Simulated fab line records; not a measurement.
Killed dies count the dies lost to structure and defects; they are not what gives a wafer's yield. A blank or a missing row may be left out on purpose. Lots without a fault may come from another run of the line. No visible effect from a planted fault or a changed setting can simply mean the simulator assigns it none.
The tool behind it: which one? + flow gf180mcu + 24 lots, 72 wafers sampled, at 6 steps of a route of 602

## WHAT THE GAUGES READ, wafer by wafer
The record holds no reading of a measuring or inspecting step that can be judged against a usual standard deviation.

## WHICH TOOL RAN EACH LOT (tool, then ch and the chambers of the sampled wafers, then the start)
| lot  | GF_M2_SPUTTER_00             | GF_V2_STRIP_18                       | GF_V2_SPUTTER_21             | GF_M3_SPUTTER_02             | GF_M3_SPUTTER_04             | GF_M3_STRIP_17                       |
|------|------------------------------|--------------------------------------|------------------------------|------------------------------|------------------------------|--------------------------------------|
| L074 | pvd_sputter-02, day 17 21:53 | plasma_asher-03 ch 0,1, day 20 01:02 | pvd_sputter-01, day 20 01:35 | pvd_sputter-03, day 20 02:25 | pvd_sputter-03, day 20 02:28 | plasma_asher-02 ch 0,1, day 21 03:11 |
| L075 | pvd_sputter-03, day 18 07:22 | plasma_asher-02 ch 0,1, day 20 09:29 | pvd_sputter-02, day 20 09:59 | pvd_sputter-04, day 20 10:48 | pvd_sputter-04, day 20 10:51 | plasma_asher-01 ch 0,1, day 21 11:25 |
| L076 | pvd_sputter-03, day 18 18:47 | plasma_asher-02 ch 1, day 20 20:59   | pvd_sputter-01, day 20 21:32 | pvd_sputter-04, day 20 22:21 | pvd_sputter-04, day 20 22:24 | plasma_asher-04 ch 0,1, day 21 22:43 |
| L077 | pvd_sputter-03, day 19 05:52 | plasma_asher-01 ch 0,1, day 21 07:14 | pvd_sputter-01, day 21 07:47 | pvd_sputter-03, day 21 08:37 | pvd_sputter-03, day 21 08:40 | plasma_asher-02 ch 0,1, day 22 08:32 |
| L078 | pvd_sputter-02, day 19 11:30 | plasma_asher-01 ch 0,1, day 21 14:08 | pvd_sputter-01, day 21 14:41 | pvd_sputter-04, day 21 15:31 | pvd_sputter-04, day 21 15:34 | plasma_asher-02 ch 0,1, day 22 15:05 |
| L079 | pvd_sputter-03, day 20 04:22 | plasma_asher-03 ch 0,1, day 22 06:08 | pvd_sputter-04, day 22 06:40 | pvd_sputter-01, day 22 07:30 | pvd_sputter-01, day 22 07:33 | plasma_asher-04 ch 0,1, day 23 06:56 |
| L080 | pvd_sputter-04, day 20 15:35 | plasma_asher-01 ch 0,1, day 22 17:08 | pvd_sputter-02, day 22 17:43 | pvd_sputter-01, day 22 18:32 | pvd_sputter-01, day 22 18:35 | plasma_asher-02 ch 0,1, day 23 17:35 |
| L081 | pvd_sputter-03, day 20 21:04 | plasma_asher-01 ch 0,1, day 22 22:25 | pvd_sputter-01, day 22 23:02 | pvd_sputter-03, day 22 23:52 | pvd_sputter-03, day 22 23:55 | plasma_asher-01 ch 0,1, day 23 22:40 |
| L082 | pvd_sputter-04, day 21 10:29 | plasma_asher-01 ch 0,1, day 23 11:02 | pvd_sputter-01, day 23 11:34 | pvd_sputter-03, day 23 12:24 | pvd_sputter-03, day 23 12:27 | plasma_asher-02 ch 0,1, day 24 10:53 |
| L083 | pvd_sputter-02, day 21 15:55 | plasma_asher-02 ch 0,1, day 23 15:47 | pvd_sputter-04, day 23 16:19 | pvd_sputter-03, day 23 17:09 | pvd_sputter-03, day 23 17:12 | plasma_asher-02 ch 0,1, day 24 15:29 |
| L084 | pvd_sputter-04, day 22 05:14 | plasma_asher-01 ch 1, day 24 04:32   | pvd_sputter-04, day 24 05:04 | pvd_sputter-03, day 24 05:54 | pvd_sputter-03, day 24 05:57 | plasma_asher-04 ch 0,1, day 25 04:11 |
| L085 | pvd_sputter-04, day 22 10:08 | plasma_asher-02 ch 0,1, day 24 09:26 | pvd_sputter-01, day 24 09:58 | pvd_sputter-04, day 24 10:48 | pvd_sputter-04, day 24 10:51 | plasma_asher-04 ch 0,1, day 25 08:46 |
| L086 | pvd_sputter-04, day 22 17:40 | plasma_asher-03 ch 0,1, day 24 15:38 | pvd_sputter-04, day 24 16:10 | pvd_sputter-03, day 24 17:01 | pvd_sputter-03, day 24 17:04 | plasma_asher-02 ch 0,1, day 25 14:19 |
| L087 | pvd_sputter-04, day 23 02:32 | plasma_asher-03 ch 0,1, day 25 00:47 | pvd_sputter-02, day 25 01:19 | pvd_sputter-01, day 25 02:10 | pvd_sputter-01, day 25 02:13 | plasma_asher-01 ch 1, day 25 23:20   |
| L088 | pvd_sputter-03, day 23 09:14 | plasma_asher-01 ch 0,1, day 25 07:32 | pvd_sputter-04, day 25 08:07 | pvd_sputter-01, day 25 08:56 | pvd_sputter-01, day 25 09:00 | plasma_asher-02 ch 0, day 26 06:32   |
| L089 | pvd_sputter-04, day 23 12:29 | plasma_asher-03 ch 0,1, day 25 10:26 | pvd_sputter-04, day 25 10:56 | pvd_sputter-01, day 25 11:46 | pvd_sputter-01, day 25 11:49 | plasma_asher-01 ch 0,1, day 26 08:55 |
| L090 | pvd_sputter-03, day 24 01:52 | plasma_asher-02 ch 0,1, day 25 22:53 | pvd_sputter-04, day 25 23:26 | pvd_sputter-01, day 26 00:16 | pvd_sputter-01, day 26 00:19 | plasma_asher-01 ch 0,1, day 26 20:52 |
| L091 | pvd_sputter-02, day 24 14:22 | plasma_asher-02 ch 0,1, day 26 11:29 | pvd_sputter-04, day 26 12:02 | pvd_sputter-03, day 26 12:52 | pvd_sputter-03, day 26 12:55 | plasma_asher-02 ch 0,1, day 27 08:23 |
| L093 | pvd_sputter-03, day 25 03:31 | plasma_asher-02 ch 0,1, day 26 23:10 | pvd_sputter-04, day 26 23:40 | pvd_sputter-03, day 27 03:59 | pvd_sputter-03, day 27 04:02 | plasma_asher-02 ch 0,1, day 27 23:40 |
| L092 | pvd_sputter-04, day 25 04:35 | plasma_asher-01 ch 0,1, day 27 00:07 | pvd_sputter-02, day 27 00:37 | pvd_sputter-01, day 27 04:18 | pvd_sputter-01, day 27 04:21 | plasma_asher-02 ch 0,1, day 28 00:43 |
| L094 | pvd_sputter-03, day 25 08:21 | plasma_asher-01 ch 0,1, day 27 04:38 | pvd_sputter-01, day 27 05:16 | pvd_sputter-03, day 27 06:34 | pvd_sputter-03, day 27 06:37 | plasma_asher-04 ch 0,1, day 28 02:19 |
| L095 | pvd_sputter-02, day 25 18:29 | plasma_asher-02 ch 0,1, day 27 12:08 | pvd_sputter-04, day 27 13:05 | pvd_sputter-01, day 27 13:54 | pvd_sputter-01, day 27 13:57 | plasma_asher-04 ch 0,1, day 28 09:59 |
| L096 | pvd_sputter-02, day 26 06:34 | plasma_asher-01 ch 0,1, day 28 02:11 | pvd_sputter-02, day 28 02:44 | pvd_sputter-04, day 28 03:34 | pvd_sputter-04, day 28 03:37 | plasma_asher-01 ch 0,1, day 28 23:36 |
| L097 | pvd_sputter-03, day 26 07:32 | plasma_asher-01 ch 0,1, day 28 02:56 | pvd_sputter-01, day 28 03:52 | pvd_sputter-01, day 28 04:41 | pvd_sputter-01, day 28 04:44 | plasma_asher-04 ch 0,1, day 29 00:34 |
- GF_M2_SPUTTER_00: material Ti, target thk 37.5 nm, time 150 s.
- GF_V2_STRIP_18: strips in O2/N2.
- GF_V2_SPUTTER_21: material Ti, target thk 15 nm, time 80.02 s.
- GF_M3_SPUTTER_02: material AlCu, target thk 450 nm, time 23.9 s.
- GF_M3_SPUTTER_04: material TiN, target thk 50 nm, time 41.7 s.
- GF_M3_STRIP_17: strips in O2/N2.

## AS READ BY THE TOOLS THEMSELVES (means over the sampled wafers that have a number; for cases with no such wafer, the mark the record gives instead)
GF_M2_SPUTTER_00.
| lot  | tool           | throttle_valve_pct (%) |
|------|----------------|------------------------|
| L074 | pvd_sputter-02 | 29.6                   |
| L075 | pvd_sputter-03 | 30.5                   |
| L076 | pvd_sputter-03 | 30.0                   |
| L077 | pvd_sputter-03 | 30.3                   |
| L078 | pvd_sputter-02 | 30.4                   |
| L079 | pvd_sputter-03 | 30.6                   |
| L080 | pvd_sputter-04 | 29.8                   |
| L081 | pvd_sputter-03 | 31.2                   |
| L082 | pvd_sputter-04 | 30.8                   |
| L083 | pvd_sputter-02 | 30.3                   |
| L084 | pvd_sputter-04 | 30.7                   |
| L085 | pvd_sputter-04 | 29.6                   |
| L086 | pvd_sputter-04 | 28.9                   |
| L087 | pvd_sputter-04 | 28.7                   |
| L088 | pvd_sputter-03 | 30.4                   |
| L089 | pvd_sputter-04 | 28.9                   |
| L090 | pvd_sputter-03 | 31.3                   |
| L091 | pvd_sputter-02 | 29.8                   |
| L093 | pvd_sputter-03 | 30.9                   |
| L092 | pvd_sputter-04 | 29.6                   |
| L094 | pvd_sputter-03 | 31.6                   |
| L095 | pvd_sputter-02 | 30.1                   |
| L096 | pvd_sputter-02 | 29.7                   |
| L097 | pvd_sputter-03 | 30.6                   |

GF_V2_STRIP_18.
| lot  | tool            | drypump_motor_current_A (A) | heater_power_w (W) | oes_product_au (a.u.) |
|------|-----------------|-----------------------------|--------------------|-----------------------|
| L074 | plasma_asher-03 | 5.1                         | 321                | 0.599                 |
| L075 | plasma_asher-02 | 6.3                         | 376                | 0.590                 |
| L076 | plasma_asher-02 | 6.0                         | 359                | 0.596                 |
| L077 | plasma_asher-01 | 5.7                         | 340                | 0.596                 |
| L078 | plasma_asher-01 | 5.9                         | 352                | 0.595                 |
| L079 | plasma_asher-03 | 5.2                         | 323                | 0.595                 |
| L080 | plasma_asher-01 | 5.7                         | 342                | 0.596                 |
| L081 | plasma_asher-01 | 5.9                         | 361                | 0.594                 |
| L082 | plasma_asher-01 | 5.7                         | 347                | 0.592                 |
| L083 | plasma_asher-02 | 6.3                         | 371                | 0.590                 |
| L084 | plasma_asher-01 | 5.5                         | 337                | 0.596                 |
| L085 | plasma_asher-02 | 6.3                         | 371                | 0.597                 |
| L086 | plasma_asher-03 | 5.3                         | 323                | 0.596                 |
| L087 | plasma_asher-03 | 5.1                         | 322                | 0.591                 |
| L088 | plasma_asher-01 | 5.7                         | 345                | 0.595                 |
| L089 | plasma_asher-03 | 5.3                         | 325                | 0.586                 |
| L090 | plasma_asher-02 | 6.2                         | 362                | 0.597                 |
| L091 | plasma_asher-02 | 6.2                         | 363                | 0.589                 |
| L093 | plasma_asher-02 | 6.3                         | 375                | 0.595                 |
| L092 | plasma_asher-01 | 5.7                         | 345                | 0.594                 |
| L094 | plasma_asher-01 | 6.0                         | 356                | 0.593                 |
| L095 | plasma_asher-02 | 6.2                         | 367                | 0.596                 |
| L096 | plasma_asher-01 | 5.7                         | 348                | 0.592                 |
| L097 | plasma_asher-01 | 6.0                         | 357                | 0.592                 |

GF_V2_SPUTTER_21.
| lot  | tool           | throttle_valve_pct (%) |
|------|----------------|------------------------|
| L074 | pvd_sputter-01 | 30.3                   |
| L075 | pvd_sputter-02 | 29.1                   |
| L076 | pvd_sputter-01 | 30.4                   |
| L077 | pvd_sputter-01 | 29.8                   |
| L078 | pvd_sputter-01 | 29.5                   |
| L079 | pvd_sputter-04 | 29.8                   |
| L080 | pvd_sputter-02 | 29.5                   |
| L081 | pvd_sputter-01 | 29.5                   |
| L082 | pvd_sputter-01 | 30.2                   |
| L083 | pvd_sputter-04 | 29.6                   |
| L084 | pvd_sputter-04 | 31.3                   |
| L085 | pvd_sputter-01 | 30.6                   |
| L086 | pvd_sputter-04 | 29.9                   |
| L087 | pvd_sputter-02 | 29.6                   |
| L088 | pvd_sputter-04 | 29.9                   |
| L089 | pvd_sputter-04 | 30.0                   |
| L090 | pvd_sputter-04 | 29.0                   |
| L091 | pvd_sputter-04 | 31.2                   |
| L093 | pvd_sputter-04 | 29.7                   |
| L092 | pvd_sputter-02 | 30.2                   |
| L094 | pvd_sputter-01 | 30.4                   |
| L095 | pvd_sputter-04 | 29.7                   |
| L096 | pvd_sputter-02 | 29.7                   |
| L097 | pvd_sputter-01 | 29.6                   |

GF_M3_SPUTTER_02.
| lot  | tool           | throttle_valve_pct (%) |
|------|----------------|------------------------|
| L074 | pvd_sputter-03 | 30.6                   |
| L075 | pvd_sputter-04 | 29.6                   |
| L076 | pvd_sputter-04 | 30.8                   |
| L077 | pvd_sputter-03 | 31.0                   |
| L078 | pvd_sputter-04 | 29.5                   |
| L079 | pvd_sputter-01 | 30.2                   |
| L080 | pvd_sputter-01 | 30.7                   |
| L081 | pvd_sputter-03 | 30.9                   |
| L082 | pvd_sputter-03 | 30.7                   |
| L083 | pvd_sputter-03 | 30.6                   |
| L084 | pvd_sputter-03 | 30.7                   |
| L085 | pvd_sputter-04 | 30.7                   |
| L086 | pvd_sputter-03 | 31.1                   |
| L087 | pvd_sputter-01 | 29.8                   |
| L088 | pvd_sputter-01 | 30.8                   |
| L089 | pvd_sputter-01 | 30.5                   |
| L090 | pvd_sputter-01 | 30.5                   |
| L091 | pvd_sputter-03 | 30.6                   |
| L093 | pvd_sputter-03 | 31.2                   |
| L092 | pvd_sputter-01 | 29.5                   |
| L094 | pvd_sputter-03 | 31.5                   |
| L095 | pvd_sputter-01 | 31.3                   |
| L096 | pvd_sputter-04 | 29.7                   |
| L097 | pvd_sputter-01 | 30.5                   |

GF_M3_SPUTTER_04.
| lot  | tool           | throttle_valve_pct (%) |
|------|----------------|------------------------|
| L074 | pvd_sputter-03 | 30.6                   |
| L075 | pvd_sputter-04 | 29.9                   |
| L076 | pvd_sputter-04 | 30.7                   |
| L077 | pvd_sputter-03 | 31.0                   |
| L078 | pvd_sputter-04 | 29.7                   |
| L079 | pvd_sputter-01 | 30.2                   |
| L080 | pvd_sputter-01 | 30.5                   |
| L081 | pvd_sputter-03 | 30.8                   |
| L082 | pvd_sputter-03 | 30.6                   |
| L083 | pvd_sputter-03 | 30.8                   |
| L084 | pvd_sputter-03 | 30.5                   |
| L085 | pvd_sputter-04 | 30.7                   |
| L086 | pvd_sputter-03 | 30.8                   |
| L087 | pvd_sputter-01 | 29.7                   |
| L088 | pvd_sputter-01 | 30.7                   |
| L089 | pvd_sputter-01 | 30.6                   |
| L090 | pvd_sputter-01 | 30.4                   |
| L091 | pvd_sputter-03 | 30.6                   |
| L093 | pvd_sputter-03 | 31.4                   |
| L092 | pvd_sputter-01 | 29.4                   |
| L094 | pvd_sputter-03 | 31.4                   |
| L095 | pvd_sputter-01 | 31.3                   |
| L096 | pvd_sputter-04 | 29.6                   |
| L097 | pvd_sputter-01 | 30.6                   |

GF_M3_STRIP_17.
| lot  | tool            | drypump_motor_current_A (A) | heater_power_w (W) | oes_product_au (a.u.) | strip_time_to_endpoint_s (s) |
|------|-----------------|-----------------------------|--------------------|-----------------------|------------------------------|
| L074 | plasma_asher-02 | 6.34                        | 381                | 0.556                 | 7.90                         |
| L075 | plasma_asher-01 | 5.72                        | 345                | 0.556                 | 7.88                         |
| L076 | plasma_asher-04 | 6.10                        | 316                | 0.558                 | 7.90                         |
| L077 | plasma_asher-02 | 6.33                        | 374                | 0.556                 | 7.90                         |
| L078 | plasma_asher-02 | 6.35                        | 371                | 0.560                 | 7.90                         |
| L079 | plasma_asher-04 | 6.10                        | 322                | 0.554                 | 7.86                         |
| L080 | plasma_asher-02 | 6.17                        | 369                | 0.560                 | 7.95                         |
| L081 | plasma_asher-01 | 5.94                        | 354                | 0.556                 | 7.91                         |
| L082 | plasma_asher-02 | 6.16                        | 361                | 0.559                 | 7.94                         |
| L083 | plasma_asher-02 | 6.16                        | 368                | 0.555                 | 7.86                         |
| L084 | plasma_asher-04 | 6.09                        | 320                | 0.557                 | 7.84                         |
| L085 | plasma_asher-04 | 6.07                        | 322                | 0.558                 | 7.86                         |
| L086 | plasma_asher-02 | 6.34                        | 380                | 0.560                 | 7.87                         |
| L087 | plasma_asher-01 | 5.50                        | 338                | 0.559                 | 7.92                         |
| L088 | plasma_asher-02 | 6.49                        | 385                | 0.561                 | 7.92                         |
| L089 | plasma_asher-01 | 5.71                        | 344                | 0.557                 | 7.91                         |
| L090 | plasma_asher-01 | 5.93                        | 355                | 0.559                 | 7.91                         |
| L091 | plasma_asher-02 | 6.33                        | 376                | 0.561                 | 7.86                         |
| L093 | plasma_asher-02 | 6.17                        | 364                | 0.554                 | 7.95                         |
| L092 | plasma_asher-02 | 6.17                        | 366                | 0.560                 | 7.92                         |
| L094 | plasma_asher-04 | 6.10                        | 317                | 0.560                 | 7.89                         |
| L095 | plasma_asher-04 | 6.08                        | 321                | 0.554                 | 7.88                         |
| L096 | plasma_asher-01 | 5.71                        | 339                | 0.562                 | 7.91                         |
| L097 | plasma_asher-04 | 6.10                        | 326                | 0.559                 | 7.85                         |

## THE ANSWER, worked out from the rows above alone
Rule: the usual values come from the lots themselves. Put in order of their means at a reading, lots are off if they are a third of the lots or fewer, leave a main group of 4 or more, and stand apart from it by a gap of 3 or more times the standard deviation of the main group's means; of several such gaps the widest counts. Not used: any main group whose means are identical at the precision the tables above print for the reading. Also off: a lot with no number at a reading for which 4 or more lots have one. Any other lot the step has rows for is counted as sound. The gauges are gone through in route order, then the tools' own readings, and for those a lot's mean is taken as printed above. The first step at which some lot is off is used, and at that step the reading that is off furthest; a lot without a number counts as furthest.
No lot is off at any reading shown: from this, nothing can be told.

## WHAT THE SIMULATOR HAD INSERTED
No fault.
